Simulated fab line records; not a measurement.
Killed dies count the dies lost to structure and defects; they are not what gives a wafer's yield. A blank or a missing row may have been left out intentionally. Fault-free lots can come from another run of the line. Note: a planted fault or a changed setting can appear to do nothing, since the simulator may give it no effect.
Lot-split experiment + flow gf180mcu + 23 wafers read from 5 lots, route of 602 steps

## SPLIT DETAILS
At GF_TOP_METAL_SPUTTER_02 (material AlCu, target thk 900 nm, time 47.82 s), the setting powerW was moved away from the recipe's 10600 W on 11 of the 23 wafers read, by -10.6% to +9.0%. The other wafers ran this setting at the recipe's value.

## FROM THE SPLIT TO THE READING: what the file shows between them, 4 steps
- GF_TOP_METAL_SPUTTER_03: material Ti, target thk 5 nm, time 3.3 s
- GF_TOP_METAL_SPUTTER_04: material TiN, target thk 25 nm, time 20.8 s
- GF_TOP_METAL_RS_MEAS_05: measures by four-point-probe
- GF_TOP_METAL_THK_MEAS_06: measures by xrf

## THE READING
oesProductAu, in a.u., at GF_TOP_METAL_METAL_ETCH_16 (etches the open film in Cl2/BCl3, stops on SiO2, target depth 1077.5 nm, time 179.6 s). On this fab line, fault-free wafers typically give 0.962 a.u. with a standard deviation of 0.0055 a.u.

| wafer  | tool, chamber at the split | powerW as run, W | against the recipe | oesProductAu, a.u. | against lot-mates on the recipe |
|--------|----------------------------|------------------|--------------------|--------------------|---------------------------------|
| L074.1 | pvdSputter-04, -           | 10010            | -5.6%              | 0.940              | -0.016                          |
| L074.2 | pvdSputter-04, -           | 10600            | recipe             | 0.962              | -                               |
| L074.3 | pvdSputter-04, -           | 10600            | recipe             | 0.956              | -                               |
| L074.4 | pvdSputter-04, -           | 10600            | recipe             | 0.950              | -                               |
| L074.5 | pvdSputter-04, -           | 10010            | -5.6%              | 0.919              | -0.037                          |
| L076.1 | pvdSputter-04, -           | 11310            | +6.7%              | 0.988              | +0.020                          |
| L076.3 | pvdSputter-04, -           | 10600            | recipe             | 0.967              | -                               |
| L076.4 | pvdSputter-04, -           | 10600            | recipe             | 0.969              | -                               |
| L076.5 | pvdSputter-04, -           | 11310            | +6.7%              | 0.992              | +0.024                          |
| L076.6 | pvdSputter-04, -           | 11310            | +6.7%              | 0.987              | +0.019                          |
| L079.1 | pvdSputter-04, -           | 10600            | recipe             | 0.959              | -                               |
| L079.4 | pvdSputter-04, -           | 10600            | recipe             | 0.960              | -                               |
| L079.5 | pvdSputter-04, -           | 10600            | recipe             | 0.967              | -                               |
| L080.1 | pvdSputter-04, -           | 11550            | +9.0%              | 0.991              | +0.023                          |
| L080.2 | pvdSputter-04, -           | 10600            | recipe             | 0.967              | -                               |
| L080.3 | pvdSputter-04, -           | 11550            | +9.0%              | 0.996              | +0.028                          |
| L080.5 | pvdSputter-04, -           | 11550            | +9.0%              | 0.996              | +0.028                          |
| L080.6 | pvdSputter-04, -           | 10600            | recipe             | 0.970              | -                               |
| L083.2 | pvdSputter-04, -           | 10600            | recipe             | 0.956              | -                               |
| L083.3 | pvdSputter-04, -           | 10600            | recipe             | 0.959              | -                               |
| L083.4 | pvdSputter-04, -           | 9477             | -10.6%             | 0.913              | -0.044                          |
| L083.5 | pvdSputter-04, -           | 9477             | -10.6%             | 0.908              | -0.049                          |
| L083.6 | pvdSputter-04, -           | 9477             | -10.6%             | 0.911              | -0.046                          |

THE FIT
A straight line over all 23 wafers: oesProductAu changes by +0.00441 a.u. for each +1% of powerW; r = +0.97; the points scatter about the line by 0.0065 a.u.
The same after taking each lot's own level away (the mean of its wafers on the recipe; 23 wafers): +0.00376 a.u. for each +1%; r = +0.97; scatter 0.0055 a.u.
According to that fit, moving powerW by its largest amount changes the reading by 0.04 a.u.
Measured against the standard deviation above, the lots' own levels, which go from 0.9560 to 0.9685 a.u., span 2.3 times it.
So the slope is not independent of the lot-to-lot level: the two fits are not the same.
Check: with one of the wafers moved furthest among these (-10.6%) left out of the fit, the line predicts -0.0424 a.u. for it against its lot-mates. Against them it came out at -0.0445 a.u.

## OTHER SPLITS ON THESE WAFERS
These wafers also went through other splits before the reading. Each is held against what the fit with the lots' levels taken away leaves over:
| other split on the same wafers | wafers away from the commonest value | r with oesProductAu (lot level and that fit taken away) |
|--------------------------------|--------------------------------------|---------------------------------------------------------|
| GF_V5_CMP_04 leaveAboveRefNm   | 6                                    | -0.37                                                   |
| GF_V5_DEVELOP_13 devTempC      | 7                                    | +0.21                                                   |

## THE WHOLE CHAIN: every reading that the file lists as answering this split, in the file's order
| step                       | what it does                                                                          | reading                                                                             | change (the file's fit)                   | r (the file's) |
|----------------------------|---------------------------------------------------------------------------------------|-------------------------------------------------------------------------------------|-------------------------------------------|----------------|
| GF_TOP_METAL_SPUTTER_02    | material AlCu, target thk 900 nm, time 47.82 s                                        | AlCu_of_TOP_METAL_SPUTTER_02.thkNm (the simulator's own value, which no gauge read) | +8.75 nm for each +1% of the setting      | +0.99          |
| GF_TOP_METAL_RS_MEAS_05    | measures by four-point-probe                                                          | TOP_METAL_ALCU_RS                                                                   | -0.000327 for each +1% of the setting     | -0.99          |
| GF_TOP_METAL_THK_MEAS_06   | measures by xrf                                                                       | TOP_METAL_ALCU_THK                                                                  | +8.72 for each +1% of the setting         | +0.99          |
| GF_TOP_METAL_METAL_ETCH_16 | etches the open film in Cl2/BCl3, stops on SiO2, target depth 1077.5 nm, time 179.6 s | oesProductAu                                                                        | +0.00375 a.u. for each +1% of the setting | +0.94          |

## FILE'S OWN FIT
oesProductAu changes by +0.00375 a.u. for each +1% of powerW, r = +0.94.
